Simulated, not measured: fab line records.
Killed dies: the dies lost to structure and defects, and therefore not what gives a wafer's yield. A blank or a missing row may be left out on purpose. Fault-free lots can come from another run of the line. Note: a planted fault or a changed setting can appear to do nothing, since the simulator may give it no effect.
Which of the tools did it? || flow sky130 || Sampling: 6 lots, 18 wafers, 2 of 708 route steps

WHAT THE GAUGES SHOWED, per wafer
SKY_VIA4_RS_MEAS_19: measures by four-point-probe.
{"lot": "L504", "measured": "day 43 01:30", "on": "film_metro-03", "VIA4_W_RS (ohm/sq)": "0.223 0.224 0.224"}
{"lot": "L507", "measured": "day 44 03:50", "on": "film_metro-01", "VIA4_W_RS (ohm/sq)": "0.217 0.217 0.229"}
{"lot": "L510", "measured": "day 44 18:23", "on": "film_metro-03", "VIA4_W_RS (ohm/sq)": "0.230 0.229 0.226"}
{"lot": "L515", "measured": "day 46 02:41", "on": "film_metro-03", "VIA4_W_RS (ohm/sq)": "0.226 0.226 0.227"}
{"lot": "L518", "measured": "day 46 22:14", "on": "film_metro-02", "VIA4_W_RS (ohm/sq)": "0.229 0.227 0.228"}
{"lot": "L524", "measured": "day 48 02:20", "on": "film_metro-03", "VIA4_W_RS (ohm/sq)": "0.230 0.231 0.229"}

TOOL THAT RAN EACH LOT (tool first, then ch and the chambers of the sampled wafers, then the start)
{"lot": "L504", "SKY_CAP2M_METAL_ETCH_13": "rie_metal-01 ch 0,1, day 41 00:01"}
{"lot": "L507", "SKY_CAP2M_METAL_ETCH_13": "rie_metal-01 ch 0,1, day 42 02:34"}
{"lot": "L510", "SKY_CAP2M_METAL_ETCH_13": "rie_metal-01 ch 0, day 42 19:28"}
{"lot": "L515", "SKY_CAP2M_METAL_ETCH_13": "rie_metal-01 ch 1, day 44 04:31"}
{"lot": "L518", "SKY_CAP2M_METAL_ETCH_13": "rie_metal-01 ch 1, day 45 00:43"}
{"lot": "L524", "SKY_CAP2M_METAL_ETCH_13": "rie_metal-02 ch 0,1, day 46 07:41"}
- SKY_CAP2M_METAL_ETCH_13: etches TiN in Cl2/BCl3, stops on SiO2, target depth 220 nm, time 62.9 s.

THE ANSWER, worked out from the rows above alone
Rule: the lots themselves supply what counts as usual. Put in order of their means at a reading, lots are off if they are a third of the lots or fewer, leave a main group of 4 or more, and stand apart from it by a gap of 3 or more times the standard deviation of the main group's means; of several such gaps the widest counts. The tables above print the reading to a certain number of digits; a main group whose means all agree to those digits is not used. Also off: a lot with no number at a reading for which 4 or more lots have one. Any other lot the step has rows for is counted as sound.
No lot is off on any of the readings shown, so nothing can be concluded from this.

WHAT HAD BEEN PUT IN BY THE SIMULATOR
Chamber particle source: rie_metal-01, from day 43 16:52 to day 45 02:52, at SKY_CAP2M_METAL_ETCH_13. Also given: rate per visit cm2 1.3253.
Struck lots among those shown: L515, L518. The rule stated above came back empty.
